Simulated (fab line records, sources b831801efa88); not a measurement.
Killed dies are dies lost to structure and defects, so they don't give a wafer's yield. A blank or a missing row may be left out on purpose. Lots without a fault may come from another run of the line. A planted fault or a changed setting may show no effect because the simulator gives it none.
Which tool did it? | flow sfq_line | 14 lots, 42 wafers sampled, at 2 steps of a route of 325

WHAT THE GAUGES READ, wafer by wafer
SFQ_M6_RS_MEAS_938: measures by four-point-probe.
lot  | measured     | on            | M6_NB_RS (ohm/sq)
L363 | day 72 09:26 | film_metro-02 | 0.901 0.903 0.900
L364 | day 73 15:41 | film_metro-04 | 0.889 0.886 0.890
L365 | day 74 04:44 | film_metro-02 | 0.884 0.881 0.894
L366 | day 75 08:18 | film_metro-02 | 0.901 0.886 0.901
L371 | day 77 07:07 | film_metro-01 | 0.896 0.908 0.888
L372 | day 77 09:32 | film_metro-04 | 1.956 1.991 2.019
L374 | day 77 13:07 | film_metro-04 | 0.896 1.989 2.042
L375 | day 77 14:19 | film_metro-01 | 0.888 0.891 0.885
L376 | day 77 16:42 | film_metro-02 | 0.901 0.894 0.899
L380 | day 79 05:39 | film_metro-01 | 0.906 0.899 0.905
L382 | day 79 09:10 | film_metro-01 | 0.889 0.901 0.900
L383 | day 79 10:22 | film_metro-01 | 0.905 0.906 0.891
L384 | day 79 11:35 | film_metro-01 | 0.893 0.903 0.895
L386 | day 79 14:01 | film_metro-01 | 0.896 0.898 0.900

WHICH TOOL RAN EACH LOT (tool, then ch and the chambers of the sampled wafers, then the start)
lot  | SFQ_TRILAYER_M6_DEP_SPUTTER_157
L363 | pvd_sputter-03, day 72 09:17
L364 | pvd_sputter-03, day 73 15:35
L365 | pvd_sputter-03, day 74 04:35
L366 | pvd_sputter-06, day 75 08:13
L371 | pvd_sputter-04, day 77 06:59
L372 | pvd_sputter-06, day 77 09:23
L374 | pvd_sputter-06, day 77 12:59
L375 | pvd_sputter-03, day 77 14:11
L376 | pvd_sputter-04, day 77 16:35
L380 | pvd_sputter-04, day 79 05:28
L382 | pvd_sputter-03, day 79 09:05
L383 | pvd_sputter-04, day 79 10:16
L384 | pvd_sputter-04, day 79 11:29
L386 | pvd_sputter-04, day 79 13:53
- SFQ_TRILAYER_M6_DEP_SPUTTER_157: material Nb, target thk 200 nm, time 133.3 s.

WHAT THE TOOLS THEMSELVES READ (means of the sampled wafers that have a number; where no wafer has one, the mark that the record gives instead)
SFQ_TRILAYER_M6_DEP_SPUTTER_157.
lot  | tool           | throttle_valve_pct (%)
L363 | pvd_sputter-03 | 31.0
L364 | pvd_sputter-03 | 31.7
L365 | pvd_sputter-03 | 31.1
L366 | pvd_sputter-06 | 29.9
L371 | pvd_sputter-04 | 30.2
L372 | pvd_sputter-06 | 29.3
L374 | pvd_sputter-06 | 29.9
L375 | pvd_sputter-03 | 29.9
L376 | pvd_sputter-04 | 30.9
L380 | pvd_sputter-04 | 30.8
L382 | pvd_sputter-03 | 30.3
L383 | pvd_sputter-04 | 30.5
L384 | pvd_sputter-04 | 30.7
L386 | pvd_sputter-04 | 30.3

THE ANSWER, worked out from the rows above alone
Rule: what is usual is taken from the lots themselves. Put in order of their means at a reading, lots are off if they are a third of the lots or fewer, leave a main group of 4 or more, and stand apart from it by a gap of 3 or more times the standard deviation of the main group's means; of several such gaps the widest counts. A main group whose means are all the same, to the digits that the tables above print for the reading, isn't used. A lot without any number at a reading at which 4 lots or more have one is off too. The other lots that the step has rows for count as sound. The gauges are gone through in route order, then the tools' own readings, and for those a lot's mean is taken as printed above. The first step at which some lot is off is used, and at that step the reading that is off furthest; a lot without a number counts as furthest.
Off: L372, L374, at SFQ_M6_RS_MEAS_938 (M6_NB_RS). The main group: mean 0.896 ohm/sq, standard deviation 0.0053.
A tool fits if, at a process step before that reading, it ran every lot that is off, and no sound lot after the first of them. The gauges at SFQ_M6_RS_MEAS_938 are tried like those tools. Can't be told from this: 2 tools fit, pvd_sputter-06 at SFQ_TRILAYER_M6_DEP_SPUTTER_157, film_metro-04 at SFQ_M6_RS_MEAS_938.

WHAT THE SIMULATOR HAD PUT IN
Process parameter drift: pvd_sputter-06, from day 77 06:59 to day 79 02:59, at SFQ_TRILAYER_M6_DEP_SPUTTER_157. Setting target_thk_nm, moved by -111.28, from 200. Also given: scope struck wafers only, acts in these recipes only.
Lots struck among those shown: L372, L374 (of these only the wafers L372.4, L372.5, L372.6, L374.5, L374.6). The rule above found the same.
